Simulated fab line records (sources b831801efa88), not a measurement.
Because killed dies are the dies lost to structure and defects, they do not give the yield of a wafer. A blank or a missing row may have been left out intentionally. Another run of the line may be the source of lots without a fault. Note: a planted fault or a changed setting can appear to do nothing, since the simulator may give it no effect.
A sampling plan put to the test	flow sky130	one fab line, 51 faults that these records tell of, each judged on the records of the lots that it struck; 1 more is left out, because the records don't allow judging it
The plan is the line's own looks: the steps of the route at which a gauge or an inspection reads the wafer and doesn't change it. A look is open to judgement when struck wafers have a number at it and the file gives its usual mean and standard deviation on fault-free wafers. Caught: at a look after the fault's first step, the mean of the struck wafers lies 4 or more of those standard deviations (sigma) from the usual mean. On the tool: the test repeated on the tool's own readings taken at the fault's steps. Another recipe on the struck wafers, or a record that is blank for them alone, also counts as caught.

== THE FAULTS, as the simulator had put them in ==
1. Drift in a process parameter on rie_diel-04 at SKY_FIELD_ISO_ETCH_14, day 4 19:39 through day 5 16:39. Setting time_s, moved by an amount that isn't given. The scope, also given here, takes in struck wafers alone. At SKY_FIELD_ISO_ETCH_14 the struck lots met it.
2. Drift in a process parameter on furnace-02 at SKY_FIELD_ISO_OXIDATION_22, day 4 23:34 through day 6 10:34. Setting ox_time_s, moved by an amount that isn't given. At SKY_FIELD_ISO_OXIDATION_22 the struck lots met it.
3. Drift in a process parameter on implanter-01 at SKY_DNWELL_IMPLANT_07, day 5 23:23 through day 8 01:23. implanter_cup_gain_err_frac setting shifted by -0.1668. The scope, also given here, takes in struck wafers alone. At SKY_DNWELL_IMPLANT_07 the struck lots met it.
4. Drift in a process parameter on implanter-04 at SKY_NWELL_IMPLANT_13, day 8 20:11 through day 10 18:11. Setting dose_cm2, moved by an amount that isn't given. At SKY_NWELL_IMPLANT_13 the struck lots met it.
5. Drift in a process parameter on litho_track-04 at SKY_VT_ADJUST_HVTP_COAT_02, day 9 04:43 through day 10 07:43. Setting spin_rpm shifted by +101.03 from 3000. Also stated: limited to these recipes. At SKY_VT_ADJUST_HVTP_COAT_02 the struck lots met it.
6. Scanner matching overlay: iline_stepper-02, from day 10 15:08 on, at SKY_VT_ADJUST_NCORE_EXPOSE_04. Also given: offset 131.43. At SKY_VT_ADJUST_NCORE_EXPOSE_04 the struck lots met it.
7. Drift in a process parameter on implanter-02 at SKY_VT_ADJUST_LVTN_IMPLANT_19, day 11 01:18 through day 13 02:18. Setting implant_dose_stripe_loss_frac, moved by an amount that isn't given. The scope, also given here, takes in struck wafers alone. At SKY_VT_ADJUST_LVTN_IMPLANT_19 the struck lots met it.
8. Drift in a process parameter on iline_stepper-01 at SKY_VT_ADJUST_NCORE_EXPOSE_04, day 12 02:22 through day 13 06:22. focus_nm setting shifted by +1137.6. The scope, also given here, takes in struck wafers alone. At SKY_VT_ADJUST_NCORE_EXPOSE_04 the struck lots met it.
9. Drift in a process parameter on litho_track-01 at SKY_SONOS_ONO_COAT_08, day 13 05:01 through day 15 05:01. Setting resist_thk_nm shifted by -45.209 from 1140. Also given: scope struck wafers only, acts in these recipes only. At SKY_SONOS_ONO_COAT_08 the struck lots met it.
10. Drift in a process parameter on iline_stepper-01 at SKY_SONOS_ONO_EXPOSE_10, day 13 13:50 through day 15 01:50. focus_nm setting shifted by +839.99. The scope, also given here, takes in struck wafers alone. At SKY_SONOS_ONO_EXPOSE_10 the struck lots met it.
11. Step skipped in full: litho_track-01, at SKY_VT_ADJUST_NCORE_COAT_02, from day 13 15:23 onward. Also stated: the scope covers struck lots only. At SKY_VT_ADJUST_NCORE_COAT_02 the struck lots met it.
12. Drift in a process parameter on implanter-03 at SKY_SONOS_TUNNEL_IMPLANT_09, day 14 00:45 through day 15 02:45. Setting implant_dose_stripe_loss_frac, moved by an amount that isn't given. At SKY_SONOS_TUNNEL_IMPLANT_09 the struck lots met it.
13. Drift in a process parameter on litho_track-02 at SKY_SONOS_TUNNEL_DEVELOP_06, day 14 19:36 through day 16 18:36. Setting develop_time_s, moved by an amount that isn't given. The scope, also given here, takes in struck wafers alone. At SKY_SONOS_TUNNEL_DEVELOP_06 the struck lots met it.
14. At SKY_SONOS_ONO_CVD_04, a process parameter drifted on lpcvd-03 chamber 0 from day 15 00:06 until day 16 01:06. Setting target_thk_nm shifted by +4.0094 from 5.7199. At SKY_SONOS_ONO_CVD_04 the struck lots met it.
15. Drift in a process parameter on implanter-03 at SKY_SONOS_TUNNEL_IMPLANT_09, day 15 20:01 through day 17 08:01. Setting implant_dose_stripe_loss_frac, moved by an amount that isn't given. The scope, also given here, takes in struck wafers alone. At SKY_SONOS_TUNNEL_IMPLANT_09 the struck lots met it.
16. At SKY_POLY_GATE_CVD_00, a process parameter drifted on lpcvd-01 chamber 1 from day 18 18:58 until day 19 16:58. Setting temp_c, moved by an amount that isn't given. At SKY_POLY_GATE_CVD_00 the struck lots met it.
17. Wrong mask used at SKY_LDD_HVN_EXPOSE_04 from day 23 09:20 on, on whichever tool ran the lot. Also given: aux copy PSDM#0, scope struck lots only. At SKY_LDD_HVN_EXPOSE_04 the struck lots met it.
18. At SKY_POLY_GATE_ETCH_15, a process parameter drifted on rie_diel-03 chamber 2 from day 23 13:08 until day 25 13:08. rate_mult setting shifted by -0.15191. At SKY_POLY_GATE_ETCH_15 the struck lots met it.
19. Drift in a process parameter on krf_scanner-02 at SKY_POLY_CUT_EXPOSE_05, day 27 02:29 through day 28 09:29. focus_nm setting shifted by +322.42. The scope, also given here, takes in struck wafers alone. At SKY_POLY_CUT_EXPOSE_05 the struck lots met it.
20. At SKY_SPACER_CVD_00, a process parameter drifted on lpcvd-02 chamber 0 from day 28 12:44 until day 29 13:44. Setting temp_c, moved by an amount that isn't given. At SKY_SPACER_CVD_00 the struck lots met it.
21. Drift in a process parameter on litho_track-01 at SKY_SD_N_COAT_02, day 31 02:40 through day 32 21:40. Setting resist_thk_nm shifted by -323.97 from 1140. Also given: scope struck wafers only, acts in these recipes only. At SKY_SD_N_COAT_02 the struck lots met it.
22. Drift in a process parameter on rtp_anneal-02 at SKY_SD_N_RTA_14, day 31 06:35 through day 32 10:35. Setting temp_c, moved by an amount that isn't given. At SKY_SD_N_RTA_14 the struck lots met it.
23. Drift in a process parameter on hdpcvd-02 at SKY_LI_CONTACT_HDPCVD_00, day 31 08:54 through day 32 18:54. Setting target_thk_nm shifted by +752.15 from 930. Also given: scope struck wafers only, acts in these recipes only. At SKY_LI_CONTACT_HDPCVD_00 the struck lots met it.
24. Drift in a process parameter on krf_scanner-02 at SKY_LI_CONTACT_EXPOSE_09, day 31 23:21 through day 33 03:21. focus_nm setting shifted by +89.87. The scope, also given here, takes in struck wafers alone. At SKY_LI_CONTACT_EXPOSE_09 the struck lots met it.
25. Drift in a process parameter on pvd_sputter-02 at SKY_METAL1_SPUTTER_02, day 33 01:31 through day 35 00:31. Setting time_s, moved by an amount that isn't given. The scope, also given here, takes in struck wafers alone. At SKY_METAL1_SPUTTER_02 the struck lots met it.
26. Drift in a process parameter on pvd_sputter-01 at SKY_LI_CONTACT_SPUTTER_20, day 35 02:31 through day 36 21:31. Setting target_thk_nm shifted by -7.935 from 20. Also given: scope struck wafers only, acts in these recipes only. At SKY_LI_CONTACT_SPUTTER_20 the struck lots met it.
27. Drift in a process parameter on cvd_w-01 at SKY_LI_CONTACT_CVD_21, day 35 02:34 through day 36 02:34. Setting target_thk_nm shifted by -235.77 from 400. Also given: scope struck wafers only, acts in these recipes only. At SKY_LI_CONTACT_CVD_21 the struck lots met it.
28. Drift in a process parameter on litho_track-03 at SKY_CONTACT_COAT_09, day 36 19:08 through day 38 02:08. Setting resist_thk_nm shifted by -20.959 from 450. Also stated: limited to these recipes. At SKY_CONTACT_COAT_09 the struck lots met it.
29. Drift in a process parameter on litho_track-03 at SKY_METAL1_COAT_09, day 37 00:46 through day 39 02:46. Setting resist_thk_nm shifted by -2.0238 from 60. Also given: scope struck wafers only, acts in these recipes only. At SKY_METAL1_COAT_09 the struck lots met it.
30. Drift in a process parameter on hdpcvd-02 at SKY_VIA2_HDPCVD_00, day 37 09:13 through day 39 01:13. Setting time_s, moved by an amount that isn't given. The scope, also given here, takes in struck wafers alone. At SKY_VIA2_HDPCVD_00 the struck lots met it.
31. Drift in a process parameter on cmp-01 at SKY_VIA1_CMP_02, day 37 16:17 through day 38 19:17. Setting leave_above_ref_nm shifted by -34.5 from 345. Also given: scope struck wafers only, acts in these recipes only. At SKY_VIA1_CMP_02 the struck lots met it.
32. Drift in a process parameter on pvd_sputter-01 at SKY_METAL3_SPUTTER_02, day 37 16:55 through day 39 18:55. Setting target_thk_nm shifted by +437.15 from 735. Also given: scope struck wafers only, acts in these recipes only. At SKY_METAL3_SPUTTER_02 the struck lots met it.
33. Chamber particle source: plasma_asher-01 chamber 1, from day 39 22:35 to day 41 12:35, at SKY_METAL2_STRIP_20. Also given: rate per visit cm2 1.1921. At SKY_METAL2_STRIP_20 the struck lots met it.
34. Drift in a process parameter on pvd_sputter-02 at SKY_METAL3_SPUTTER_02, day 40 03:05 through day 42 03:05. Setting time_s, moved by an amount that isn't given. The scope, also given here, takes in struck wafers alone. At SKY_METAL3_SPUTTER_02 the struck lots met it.
35. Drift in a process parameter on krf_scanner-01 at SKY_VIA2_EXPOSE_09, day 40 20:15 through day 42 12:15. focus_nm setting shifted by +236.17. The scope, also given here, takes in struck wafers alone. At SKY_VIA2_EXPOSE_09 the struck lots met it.
36. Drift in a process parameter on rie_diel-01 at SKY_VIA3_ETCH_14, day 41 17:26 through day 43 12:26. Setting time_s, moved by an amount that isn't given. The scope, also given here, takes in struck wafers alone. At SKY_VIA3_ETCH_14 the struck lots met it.
37. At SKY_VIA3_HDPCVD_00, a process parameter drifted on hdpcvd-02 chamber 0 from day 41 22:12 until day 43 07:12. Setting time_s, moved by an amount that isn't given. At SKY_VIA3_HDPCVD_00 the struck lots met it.
38. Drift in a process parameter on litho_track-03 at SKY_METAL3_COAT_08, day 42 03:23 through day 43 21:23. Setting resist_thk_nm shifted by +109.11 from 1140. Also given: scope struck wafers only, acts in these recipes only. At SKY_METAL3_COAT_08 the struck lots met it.
39. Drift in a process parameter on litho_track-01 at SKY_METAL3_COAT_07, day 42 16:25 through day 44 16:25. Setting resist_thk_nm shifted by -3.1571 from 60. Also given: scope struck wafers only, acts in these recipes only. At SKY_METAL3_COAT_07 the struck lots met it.
40. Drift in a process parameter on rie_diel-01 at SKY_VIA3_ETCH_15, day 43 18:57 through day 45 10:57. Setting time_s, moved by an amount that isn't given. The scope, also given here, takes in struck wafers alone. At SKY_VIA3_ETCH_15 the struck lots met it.
41. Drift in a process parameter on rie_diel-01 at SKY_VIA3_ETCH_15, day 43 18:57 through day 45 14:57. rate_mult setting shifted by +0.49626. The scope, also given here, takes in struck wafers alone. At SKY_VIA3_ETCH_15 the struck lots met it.
42. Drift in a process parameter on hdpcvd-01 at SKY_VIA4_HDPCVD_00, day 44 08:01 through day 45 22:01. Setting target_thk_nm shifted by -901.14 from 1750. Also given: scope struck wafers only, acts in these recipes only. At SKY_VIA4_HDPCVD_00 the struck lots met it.
43. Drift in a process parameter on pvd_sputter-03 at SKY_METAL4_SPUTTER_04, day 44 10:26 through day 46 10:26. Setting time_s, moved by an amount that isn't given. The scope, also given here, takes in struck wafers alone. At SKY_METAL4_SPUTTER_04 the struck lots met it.
44. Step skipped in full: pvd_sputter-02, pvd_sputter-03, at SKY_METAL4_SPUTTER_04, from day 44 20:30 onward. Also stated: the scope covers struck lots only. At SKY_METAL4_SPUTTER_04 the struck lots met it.
45. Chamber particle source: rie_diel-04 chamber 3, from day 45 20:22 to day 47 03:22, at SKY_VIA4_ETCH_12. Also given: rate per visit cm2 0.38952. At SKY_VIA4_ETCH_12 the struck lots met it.
46. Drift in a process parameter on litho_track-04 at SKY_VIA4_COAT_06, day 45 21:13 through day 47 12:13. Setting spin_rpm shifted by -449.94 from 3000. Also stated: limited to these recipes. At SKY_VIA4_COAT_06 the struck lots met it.
47. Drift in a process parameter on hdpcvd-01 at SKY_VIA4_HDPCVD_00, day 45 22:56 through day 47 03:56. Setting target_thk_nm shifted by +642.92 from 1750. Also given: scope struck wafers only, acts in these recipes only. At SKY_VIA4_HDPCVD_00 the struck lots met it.
48. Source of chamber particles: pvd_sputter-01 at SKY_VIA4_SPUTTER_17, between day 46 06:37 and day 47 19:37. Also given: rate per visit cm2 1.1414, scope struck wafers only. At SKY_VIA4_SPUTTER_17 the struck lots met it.
49. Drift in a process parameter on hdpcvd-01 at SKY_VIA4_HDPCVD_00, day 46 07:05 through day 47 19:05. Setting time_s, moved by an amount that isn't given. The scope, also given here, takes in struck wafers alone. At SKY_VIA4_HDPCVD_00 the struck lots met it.
50. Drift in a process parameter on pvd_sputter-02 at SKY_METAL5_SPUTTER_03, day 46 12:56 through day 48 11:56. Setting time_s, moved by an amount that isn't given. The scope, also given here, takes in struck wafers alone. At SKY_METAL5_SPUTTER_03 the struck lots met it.
51. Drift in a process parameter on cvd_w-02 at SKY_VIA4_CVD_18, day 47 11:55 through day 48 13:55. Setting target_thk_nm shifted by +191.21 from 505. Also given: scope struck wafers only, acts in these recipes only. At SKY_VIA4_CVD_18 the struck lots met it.

== WHAT THE PLAN SAW ==
fault	on the tool itself	first look that catches it	reading, sigma	median hours from its first step to that look	hours from the fault's start to the first struck lot there	judged looks passed uncaught
1	run_length_s +32 sigma	no look after it can be judged	-	-	-	0
2	no reading that can be judged	SKY_FIELD_ISO_THK_MEAS_23	FIELD_ISO_OXIDATION_01_THK +14	1.2	3	0
3	no reading that can be judged	SKY_DNWELL_TW_MEAS_09	DNWELL_TW +7.2	0.2	1	0
4	dose_ions_cm2 -99 or beyond sigma	SKY_NWELL_RS_MEAS_29	NWELL_RS +14	22.7	25	0
5	spin_speed_rpm +53 sigma	no look after it can be judged	-	-	-	0
6	under 2 sigma	SKY_VT_ADJUST_NCORE_OVL_MEAS_08	VT_ADJUST_NCORE_OVL +87	11.6	14	0
7	no reading that can be judged	none of the 7 looks that can be judged after it	-	-	-	7
8	no reading that can be judged	SKY_VT_ADJUST_NCORE_CD_MEAS_07	cd_nm -11	12.3	16	0
9	under 2 sigma	no look after it can be judged	-	-	-	0
10	no reading that can be judged	SKY_SONOS_ONO_CD_MEAS_13	cd_nm -43	14.0	17	0
11	the tool's record is blank for the struck wafers	SKY_VT_ADJUST_HVTR_TW_MEAS_11	VT_ADJUST_HVTR_TW +29	39.2	44	0
12	under 2 sigma	SKY_SONOS_TUNNEL_TW_MEAS_12	SONOS_TUNNEL_TW -9.3	0.5	7	0
13	under 2 sigma	not the one look that can be judged after it	strongest: cd_nm at SKY_SONOS_TUNNEL_CD_MEAS_07, -2.9	-	-	1
14	under 2 sigma	SKY_SONOS_ONO_THK_MEAS_05	SONOS_ONO_CVD_04_THK +34	1.9	7	0
15	no reading that can be judged	SKY_SONOS_TUNNEL_TW_MEAS_12	SONOS_TUNNEL_TW -9.4	0.5	5	0
16	susceptor_temp_C -28 sigma	SKY_POLY_GATE_THK_MEAS_01	POLY_GATE_CVD_00_THK -21	1.2	9	0
17	under 2 sigma	SKY_LDD_HVN_TW_MEAS_10	LDD_HVN_TW -99 or beyond	15.1	20	0
18	under 2 sigma	not the one look that can be judged after it	-	-	-	1
19	under 2 sigma	SKY_POLY_CUT_CD_MEAS_08	cd_nm -6.1	14.5	22	0
20	susceptor_temp_C -37 sigma	SKY_SPACER_THK_MEAS_01	SPACER_CVD_00_THK -22	1.8	3	0
21	under 2 sigma	SKY_SD_N_CD_MEAS_07	cd_nm +16	13.7	18	0
22	wafer_temp_C_max +13 sigma	SKY_SD_N_RS_MEAS_16	SD_N_RS -28	0.2	7	0
23	no reading that can be judged	SKY_LI_CONTACT_THK_MEAS_01	LI_CONTACT_HDPCVD_THK +90	0.1	5	0
24	under 2 sigma	SKY_LI_CONTACT_CD_MEAS_12	cd_nm -4.5	12.8	34	0
25	only faintly: throttle_valve_pct -2.0 sigma	not the one look that can be judged after it	strongest: METAL1_ALCU_RS at SKY_METAL1_RS_MEAS_05, +3.4	-	-	1
26	under 2 sigma	no look after it can be judged	-	-	-	0
27	under 2 sigma	SKY_LI_CONTACT_RS_MEAS_22	LI_CONTACT_W_RS +99 or beyond	0.1	6	0
28	no reading that can be judged	no look after it can be judged	-	-	-	0
29	no reading that can be judged	not the one look that can be judged after it	-	-	-	1
30	run_length_s -21 sigma	SKY_VIA2_THK_MEAS_01	VIA2_HDPCVD_THK -7.6	0.1	12	0
31	under 2 sigma	not the one look that can be judged after it	-	-	-	1
32	under 2 sigma	not the one look that can be judged after it	-	-	-	1
33	under 2 sigma	none of the 2 looks that can be judged after it	-	-	-	2
34	only faintly: throttle_valve_pct -2.2 sigma	no look after it can be judged	-	-	-	0
35	under 2 sigma	SKY_VIA2_CD_MEAS_12	cd_nm -11	11.3	18	0
36	oes_product_au +25 sigma	no look after it can be judged	-	-	-	0
37	run_length_s -99 or beyond sigma	SKY_VIA3_THK_MEAS_01	VIA3_HDPCVD_THK -40	0.2	12	0
38	no reading that can be judged	no look after it can be judged	-	-	-	0
39	no reading that can be judged	no look after it can be judged	-	-	-	0
40	run_length_s -46 sigma	no look after it can be judged	-	-	-	0
41	under 2 sigma	no look after it can be judged	-	-	-	0
42	no reading that can be judged	SKY_VIA4_THK_MEAS_01	VIA4_HDPCVD_THK -60	0.1	1	0
43	under 2 sigma	no look after it can be judged	-	-	-	0
44	the tool's record is blank for the struck wafers	not the one look that can be judged after it	-	-	-	1
45	under 2 sigma	not the one look that can be judged after it	-	-	-	1
46	spin_speed_rpm -99 or beyond sigma	not the one look that can be judged after it	-	-	-	1
47	under 2 sigma	SKY_VIA4_THK_MEAS_01	VIA4_HDPCVD_THK +42	0.2	5	0
48	under 2 sigma	no look after it can be judged	-	-	-	0
49	run_length_s +27 sigma	SKY_VIA4_THK_MEAS_01	VIA4_HDPCVD_THK +6.5	0.1	4	0
50	under 2 sigma	no look after it can be judged	-	-	-	0
51	under 2 sigma	SKY_VIA4_RS_MEAS_19	VIA4_W_RS -19	0.1	23	0
A dash: the fault is not caught, or the number is missing from these records.

Caught at a look: 26 of 51. Caught on the tool: 14 of 51. By one or the other: 32 of 51.
Caught on the tool alone: faults 1, 5, 36, 40, 44, 46.
Caught at a look alone: faults 2, 3, 6, 8, 10, 12, 14, 15, 17, 19, 21, 23, 24, 27, 35, 42, 47, 51.
Caught by neither: faults 7, 9, 13, 18, 25, 26, 28, 29, 31, 32, 33, 34, 38, 39, 41, 43, 45, 48, 50.

== THINNER SAMPLING ==
Were the look that catches a fault to measure just every second or every third lot (counted by lot number), the first struck lot would, at worst, be measured this late:
fault	struck lots at that look, in order of time	every lot	every second lot	every third lot
2	L559, L561, L562, L563	3 h	20 h	24 h
3	L856, L861	1 h	30 h	may miss all 2
4	L730, L734	25 h	may miss all 2	may miss all 2
6	L245, L246, L248	14 h	17 h	may miss all 3
8	L993, L994, L995	16 h	24 h	32 h
10	L549, L552	17 h	47 h	may miss all 2
11	L925, L926	44 h	50 h	may miss all 2
12	L411, L412	7 h	10 h	may miss all 2
14	L864	7 h	may miss it	may miss it
15	L343, L346	5 h	28 h	may miss all 2
16	L994	9 h	may miss it	may miss it
17	L883	20 h	may miss it	may miss it
19	L443, L446	22 h	41 h	may miss all 2
20	L365	3 h	may miss it	may miss it
21	L317, L320, L322	18 h	42 h	may miss all 3
22	L653, L655	7 h	may miss all 2	may miss all 2
23	L870, L871	5 h	13 h	may miss all 2
24	L420, L421	34 h	36 h	may miss all 2
27	L709, L710, L711	6 h	15 h	21 h
30	L976, L981	12 h	35 h	may miss all 2
35	L973, L977, L978	18 h	47 h	47 h
37	L909, L911	12 h	may miss all 2	may miss all 2
42	L716, L719	1 h	11 h	may miss all 2
47	L102	5 h	may miss it	may miss it
49	L879, L883	4 h	may miss all 2	may miss all 2
51	L320	23 h	may miss it	may miss it
Hours: fault start to first struck lot measured. The limit of 4 sigma was tested on all struck wafers together, so one lot alone may lie under it. Other struck lots may not be in these records.

== THE LONGEST TIMED WAY FROM STEP TO LOOK ==
In fault 11, a median of 39.2 hours elapses between SKY_VT_ADJUST_NCORE_COAT_02 and SKY_VT_ADJUST_HVTR_TW_MEAS_11. No look between them can be judged.
